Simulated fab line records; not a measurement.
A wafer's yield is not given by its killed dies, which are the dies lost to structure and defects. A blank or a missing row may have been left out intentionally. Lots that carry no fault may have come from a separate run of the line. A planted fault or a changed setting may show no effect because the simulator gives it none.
What tool caused it? + flow sfq line + Sampling: 14 lots, 40 wafers, 2 of 325 route steps

== WHAT THE GAUGES READ, wafer by wafer ==
SFQ_M4_RS_MEAS_924: measurement is done with a four-point probe.
| lot  | measured     | on            | M4_NB_RS (ohm/sq) |
|------|--------------|---------------|-------------------|
| L102 | day 36 12:07 | film metro-04 | 0.898 0.894 0.904 |
| L103 | day 36 20:28 | film metro-02 | 0.900 0.895 0.889 |
| L108 | day 42 11:49 | film metro-02 | 0.808 0.891       |
| L110 | day 42 16:34 | film metro-02 | 0.804 0.894       |
| L113 | day 51 00:59 | film metro-03 | 0.886 0.895 0.888 |
| L114 | day 51 10:44 | film metro-03 | 0.883 0.886 0.891 |
| L116 | day 51 21:32 | film metro-02 | 0.885 0.886 0.892 |
| L117 | day 52 04:42 | film metro-03 | 0.894 0.882 0.891 |
| L118 | day 54 15:18 | film metro-03 | 0.892 0.879 0.884 |
| L119 | day 54 20:04 | film metro-02 | 0.900 0.891 0.888 |
| L120 | day 55 17:04 | film metro-04 | 0.871 0.873 0.872 |
| L121 | day 56 03:16 | film metro-02 | 0.878 0.882 0.878 |
| L122 | day 56 04:28 | film metro-03 | 0.904 0.907 0.898 |
| L123 | day 56 05:41 | film metro-03 | 0.889 0.890 0.886 |

== TOOL THAT RAN EACH LOT (tool first, then ch and the chambers of the sampled wafers, then the start) ==
| lot  | SFQ_TRILAYER_M4_DEP_SPUTTER_091 |
|------|---------------------------------|
| L102 | pvd sputter-03, day 36 12:01    |
| L103 | pvd sputter-06, day 36 20:21    |
| L108 | pvd sputter-03, day 42 11:42    |
| L110 | pvd sputter-03, day 42 16:25    |
| L113 | pvd sputter-03, day 51 00:54    |
| L114 | pvd sputter-03, day 51 10:37    |
| L116 | pvd sputter-03, day 51 21:26    |
| L117 | pvd sputter-03, day 52 04:37    |
| L118 | pvd sputter-06, day 54 15:10    |
| L119 | pvd sputter-04, day 54 19:58    |
| L120 | pvd sputter-03, day 55 16:58    |
| L121 | pvd sputter-06, day 56 03:10    |
| L122 | pvd sputter-03, day 56 04:22    |
| L123 | pvd sputter-06, day 56 05:34    |
- SFQ_TRILAYER_M4_DEP_SPUTTER_091: material Nb, target thk 200 nm, time 133.3 s.

== AS READ BY THE TOOLS THEMSELVES (means over the sampled wafers that have a number; for cases with no such wafer, the mark the record gives instead) ==
SFQ_TRILAYER_M4_DEP_SPUTTER_091.
| lot  | tool           | throttle valve pct (%) |
|------|----------------|------------------------|
| L102 | pvd sputter-03 | 30.0                   |
| L103 | pvd sputter-06 | 29.3                   |
| L108 | pvd sputter-03 | 30.8                   |
| L110 | pvd sputter-03 | 31.2                   |
| L113 | pvd sputter-03 | 30.8                   |
| L114 | pvd sputter-03 | 30.3                   |
| L116 | pvd sputter-03 | 30.2                   |
| L117 | pvd sputter-03 | 29.8                   |
| L118 | pvd sputter-06 | 30.0                   |
| L119 | pvd sputter-04 | 30.9                   |
| L120 | pvd sputter-03 | 30.7                   |
| L121 | pvd sputter-06 | 29.0                   |
| L122 | pvd sputter-03 | 31.8                   |
| L123 | pvd sputter-06 | 30.2                   |

== THE ANSWER, worked out from the rows above alone ==
Rule: the usual values come from the lots themselves. Put in order of their means at a reading, lots are off if they are a third of the lots or fewer, leave a main group of 4 or more, and stand apart from it by a gap of 3 or more times the standard deviation of the main group's means; of several such gaps the widest counts. Not used: any main group whose means are identical at the precision the tables above print for the reading. Also off: a lot with no number at a reading for which 4 or more lots have one. The other lots that the step has rows for count as sound. The gauges are gone through in route order, then the tools' own readings, and for those a lot's mean is taken as printed above. At the first step where some lot is off, the reading lying furthest off is the one used; lots without a number count as furthest.
None of the lots is off at any reading shown; this tells nothing.

== WHAT THE SIMULATOR PUT IN ==
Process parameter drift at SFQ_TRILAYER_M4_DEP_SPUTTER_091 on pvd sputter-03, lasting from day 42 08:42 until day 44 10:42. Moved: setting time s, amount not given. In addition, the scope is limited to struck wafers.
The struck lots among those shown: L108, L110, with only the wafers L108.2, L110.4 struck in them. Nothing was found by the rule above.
